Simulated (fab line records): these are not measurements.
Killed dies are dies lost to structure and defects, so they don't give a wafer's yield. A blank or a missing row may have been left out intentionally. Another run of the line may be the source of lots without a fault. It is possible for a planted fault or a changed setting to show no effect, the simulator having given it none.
Matching of chambers :: flow sky130 :: 4 sister chambers for SKY_VIA3_ETCH_15 on rie diel-01
The step etches SiO2 in C4F8/O2/Ar, stops on TiN, target depth 507 nm, time 78 s. 33 wafers are shown with their chamber, then 12 later ones without.

WAFERS, EACH WITH ITS CHAMBER
wafer: L075.1
chamber: 1
oes product au (a.u.): 0.946

wafer: L075.2
chamber: 3
oes product au (a.u.): 0.953

wafer: L075.5
chamber: 2
oes product au (a.u.): 0.946

wafer: L079.1
chamber: 3
oes product au (a.u.): 0.945

wafer: L079.2
chamber: 2
oes product au (a.u.): 0.943

wafer: L079.3
chamber: 0
oes product au (a.u.): 0.942

wafer: L079.4
chamber: 1
oes product au (a.u.): 0.942

wafer: L079.5
chamber: 0
oes product au (a.u.): 0.940

wafer: L079.6
chamber: 1
oes product au (a.u.): 0.939

wafer: L080.3
chamber: 1
oes product au (a.u.): 0.949

wafer: L080.4
chamber: 3
oes product au (a.u.): 0.938

wafer: L080.5
chamber: 1
oes product au (a.u.): 0.944

wafer: L082.1
chamber: 1
oes product au (a.u.): 0.949

wafer: L082.2
chamber: 0
oes product au (a.u.): 0.945

wafer: L082.6
chamber: 2
oes product au (a.u.): 0.947

wafer: L083.1
chamber: 2
oes product au (a.u.): 0.950

wafer: L083.2
chamber: 1
oes product au (a.u.): 0.953

wafer: L083.3
chamber: 0
oes product au (a.u.): 0.937

wafer: L083.4
chamber: 3
oes product au (a.u.): 0.952

wafer: L083.5
chamber: 0
oes product au (a.u.): 0.947

wafer: L083.6
chamber: 1
oes product au (a.u.): 0.948

wafer: L085.1
chamber: 1
oes product au (a.u.): 0.938

wafer: L085.4
chamber: 2
oes product au (a.u.): 0.951

wafer: L085.5
chamber: 1
oes product au (a.u.): 0.941

wafer: L086.3
chamber: 3
oes product au (a.u.): 0.948

wafer: L086.4
chamber: 1
oes product au (a.u.): 0.939

wafer: L086.5
chamber: 1
oes product au (a.u.): 0.949

wafer: L090.1
chamber: 3
oes product au (a.u.): 0.940

wafer: L090.3
chamber: 1
oes product au (a.u.): 0.955

wafer: L090.6
chamber: 0
oes product au (a.u.): 0.952

wafer: L093.2
chamber: 0
oes product au (a.u.): 0.937

wafer: L093.4
chamber: 3
oes product au (a.u.): 0.939

wafer: L093.5
chamber: 3
oes product au (a.u.): 0.949

SIGNATURES (means of the wafers above)
reading: oes product au
chamber 0: 0.94286
chamber 1: 0.94554
chamber 2: 0.94740
chamber 3: 0.94550
scatter within a chamber: 0.00537
Rule: distance of a wafer from a chamber = root of the sum over the readings of ((wafer's reading minus chamber's mean) / reading's scatter) squared. If the next closest chamber is less than 2 further off than the closest, the wafer can't be placed; otherwise it belongs to the closest. The scatter: take each reading less its chamber's mean, square it, sum over the shown wafers, divide by the number of wafers less the number of chambers, and take the root.

WAFERS WITHOUT THEIR CHAMBER
wafer: L094.4
oes product au (a.u.): 0.946

wafer: L094.5
oes product au (a.u.): 0.953

wafer: L094.6
oes product au (a.u.): 0.945

wafer: L095.1
oes product au (a.u.): 0.949

wafer: L095.2
oes product au (a.u.): 0.951

wafer: L095.3
oes product au (a.u.): 0.946

wafer: L095.4
oes product au (a.u.): 0.946

wafer: L095.5
oes product au (a.u.): 0.946

wafer: L095.6
oes product au (a.u.): 0.944

wafer: L096.1
oes product au (a.u.): 0.943

wafer: L096.2
oes product au (a.u.): 0.946

wafer: L096.4
oes product au (a.u.): 0.948

WHICH CHAMBER EACH WENT THROUGH
wafer: L094.4
from the rows above: can't be placed: 1 or 3 or 2 or 0
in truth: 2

wafer: L094.5
from the rows above: can't be placed: 2 or 1 or 3 or 0
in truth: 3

wafer: L094.6
from the rows above: can't be placed: 3 or 1 or 0 or 2
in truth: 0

wafer: L095.1
from the rows above: can't be placed: 2 or 1 or 3 or 0
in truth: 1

wafer: L095.2
from the rows above: can't be placed: 2 or 1 or 3 or 0
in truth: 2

wafer: L095.3
from the rows above: can't be placed: 1 or 3 or 2 or 0
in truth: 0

wafer: L095.4
from the rows above: can't be placed: 1 or 3 or 2 or 0
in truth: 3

wafer: L095.5
from the rows above: can't be placed: 1 or 3 or 2 or 0
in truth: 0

wafer: L095.6
from the rows above: can't be placed: 0 or 3 or 1 or 2
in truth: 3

wafer: L096.1
from the rows above: can't be placed: 0 or 3 or 1 or 2
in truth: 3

wafer: L096.2
from the rows above: can't be placed: 1 or 3 or 2 or 0
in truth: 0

wafer: L096.4
from the rows above: can't be placed: 2 or 1 or 3 or 0
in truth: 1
Correctly placed: 0 of 12. Can't be placed from these rows: 12 (the true chamber is among the candidates in 12). Placed wrongly: 0.
